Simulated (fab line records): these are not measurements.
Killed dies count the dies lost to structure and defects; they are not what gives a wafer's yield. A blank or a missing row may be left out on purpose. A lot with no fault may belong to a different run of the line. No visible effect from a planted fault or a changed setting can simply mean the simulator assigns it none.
Split-lot study / flow sky130 / 23 wafers read from 5 lots, route of 708 steps

== THE SPLIT ==
At SKY_LI_CONTACT_HDPCVD_00 (deposits PSG, target thk 930 nm, time 155 s), the setting time-s was moved away from the recipe's 155 s on 10 of the 23 wafers read, by -13.5% to +11.5%. For the rest of the wafers, this setting stayed at what the recipe calls for.

There is no step in the file separating the split from the reading.

== THE READING ==
LI_CONTACT_HDPCVD_THK, in nm, at SKY_LI_CONTACT_THK_MEAS_01. Typical for fault-free wafers on this fab line: 930 nm, with standard deviation 9.6 nm.

wafer=L078.2; tool, chamber at the split=hdpcvd-02, 1; time-s as run, s=155; against the recipe=recipe; LI_CONTACT_HDPCVD_THK, nm=914; against lot-mates on the recipe=-
wafer=L078.4; tool, chamber at the split=hdpcvd-02, 0; time-s as run, s=155; against the recipe=recipe; LI_CONTACT_HDPCVD_THK, nm=921; against lot-mates on the recipe=-
wafer=L078.6; tool, chamber at the split=hdpcvd-02, 2; time-s as run, s=155; against the recipe=recipe; LI_CONTACT_HDPCVD_THK, nm=920; against lot-mates on the recipe=-
wafer=L079.1; tool, chamber at the split=hdpcvd-01, 2; time-s as run, s=155; against the recipe=recipe; LI_CONTACT_HDPCVD_THK, nm=931; against lot-mates on the recipe=-
wafer=L079.2; tool, chamber at the split=hdpcvd-01, 1; time-s as run, s=155; against the recipe=recipe; LI_CONTACT_HDPCVD_THK, nm=918; against lot-mates on the recipe=-
wafer=L079.3; tool, chamber at the split=hdpcvd-01, 0; time-s as run, s=147.5; against the recipe=-4.8%; LI_CONTACT_HDPCVD_THK, nm=878; against lot-mates on the recipe=-46
wafer=L079.5; tool, chamber at the split=hdpcvd-01, 2; time-s as run, s=147.5; against the recipe=-4.8%; LI_CONTACT_HDPCVD_THK, nm=869; against lot-mates on the recipe=-56
wafer=L079.6; tool, chamber at the split=hdpcvd-01, 1; time-s as run, s=147.5; against the recipe=-4.8%; LI_CONTACT_HDPCVD_THK, nm=874; against lot-mates on the recipe=-50
wafer=L081.1; tool, chamber at the split=hdpcvd-01, 2; time-s as run, s=134; against the recipe=-13.5%; LI_CONTACT_HDPCVD_THK, nm=808; against lot-mates on the recipe=-120
wafer=L081.2; tool, chamber at the split=hdpcvd-01, 0; time-s as run, s=155; against the recipe=recipe; LI_CONTACT_HDPCVD_THK, nm=931; against lot-mates on the recipe=-
wafer=L081.3; tool, chamber at the split=hdpcvd-01, 1; time-s as run, s=155; against the recipe=recipe; LI_CONTACT_HDPCVD_THK, nm=936; against lot-mates on the recipe=-
wafer=L081.5; tool, chamber at the split=hdpcvd-01, 2; time-s as run, s=134; against the recipe=-13.5%; LI_CONTACT_HDPCVD_THK, nm=801; against lot-mates on the recipe=-127
wafer=L081.6; tool, chamber at the split=hdpcvd-01, 1; time-s as run, s=155; against the recipe=recipe; LI_CONTACT_HDPCVD_THK, nm=916; against lot-mates on the recipe=-
wafer=L082.1; tool, chamber at the split=hdpcvd-01, 1; time-s as run, s=139.7; against the recipe=-9.9%; LI_CONTACT_HDPCVD_THK, nm=839; against lot-mates on the recipe=-92
wafer=L082.3; tool, chamber at the split=hdpcvd-01, 2; time-s as run, s=155; against the recipe=recipe; LI_CONTACT_HDPCVD_THK, nm=929; against lot-mates on the recipe=-
wafer=L082.4; tool, chamber at the split=hdpcvd-01, 2; time-s as run, s=155; against the recipe=recipe; LI_CONTACT_HDPCVD_THK, nm=936; against lot-mates on the recipe=-
wafer=L082.5; tool, chamber at the split=hdpcvd-01, 0; time-s as run, s=139.7; against the recipe=-9.9%; LI_CONTACT_HDPCVD_THK, nm=839; against lot-mates on the recipe=-92
wafer=L082.6; tool, chamber at the split=hdpcvd-01, 1; time-s as run, s=155; against the recipe=recipe; LI_CONTACT_HDPCVD_THK, nm=928; against lot-mates on the recipe=-
wafer=L084.1; tool, chamber at the split=hdpcvd-01, 1; time-s as run, s=172.8; against the recipe=+11.5%; LI_CONTACT_HDPCVD_THK, nm=1028; against lot-mates on the recipe=+98
wafer=L084.2; tool, chamber at the split=hdpcvd-01, 2; time-s as run, s=155; against the recipe=recipe; LI_CONTACT_HDPCVD_THK, nm=925; against lot-mates on the recipe=-
wafer=L084.3; tool, chamber at the split=hdpcvd-01, 0; time-s as run, s=172.8; against the recipe=+11.5%; LI_CONTACT_HDPCVD_THK, nm=1039; against lot-mates on the recipe=+108
wafer=L084.5; tool, chamber at the split=hdpcvd-01, 2; time-s as run, s=155; against the recipe=recipe; LI_CONTACT_HDPCVD_THK, nm=936; against lot-mates on the recipe=-
wafer=L084.6; tool, chamber at the split=hdpcvd-01, 1; time-s as run, s=172.8; against the recipe=+11.5%; LI_CONTACT_HDPCVD_THK, nm=1034; against lot-mates on the recipe=+104

THE FIT
A straight line over all 23 wafers: LI_CONTACT_HDPCVD_THK changes by +9.22 nm for each +1% of time-s; r = +0.99; the points scatter about the line by 7.2 nm.
The same after taking each lot's own level away (the mean of its wafers on the recipe; 23 wafers): +9.16 nm for each +1%; r = +1.00; scatter 5.6 nm.
The reading moves by 1.2e+02 nm for the largest change in time-s, on that fit.
Across the lots, their own levels run from 918.3 to 931.0 nm, a range of 1.3 times the standard deviation given above.
The two slopes are in agreement: the lot-to-lot level therefore moves the slope only a little.
Check: with one of the wafers moved furthest among these (-13.5%) left out of the fit, the line predicts -127 nm for it against its lot-mates. It came out at -120 nm against them.

== THE OTHER SPLITS THESE WAFERS WENT THROUGH ==
These wafers also went through other splits before the reading. Each is held against what the fit with the lots' levels taken away leaves over:
other split on the same wafers=SKY_LDD_HVP_IMPLANT_08 energy-kev; wafers away from the commonest value=8; r with LI_CONTACT_HDPCVD_THK (lot level and that fit taken away)=+0.13
other split on the same wafers=SKY_POLY_CUT_ETCH_10 time-s; wafers away from the commonest value=9; r with LI_CONTACT_HDPCVD_THK (lot level and that fit taken away)=-0.07
other split on the same wafers=SKY_SD_N_IMPLANT_09 energy-kev; wafers away from the commonest value=7; r with LI_CONTACT_HDPCVD_THK (lot level and that fit taken away)=+0.11

== THE WHOLE CHAIN: every reading that the file lists as answering this split, in the file's order ==
step=SKY_LI_CONTACT_HDPCVD_00; what it does=deposits PSG, target thk 930 nm, time 155 s; reading=PSG_of_LI_CONTACT_HDPCVD_00.thk-nm (the simulator's own value, which no gauge read); change (the file's fit)=+9.15 nm for each +1% of the setting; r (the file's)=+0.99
step=SKY_LI_CONTACT_THK_MEAS_01; what it does=; reading=LI_CONTACT_HDPCVD_THK; change (the file's fit)=+9.16 for each +1% of the setting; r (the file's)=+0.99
step=SKY_LI_CONTACT_CMP_02; what it does=polishes PSG; reading=time-to-endpoint-s; change (the file's fit)=withheld for each +1% of the setting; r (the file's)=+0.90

== THE FILE'S OWN FIT ==
LI_CONTACT_HDPCVD_THK changes by +9.16 nm for each +1% of time-s, r = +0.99.
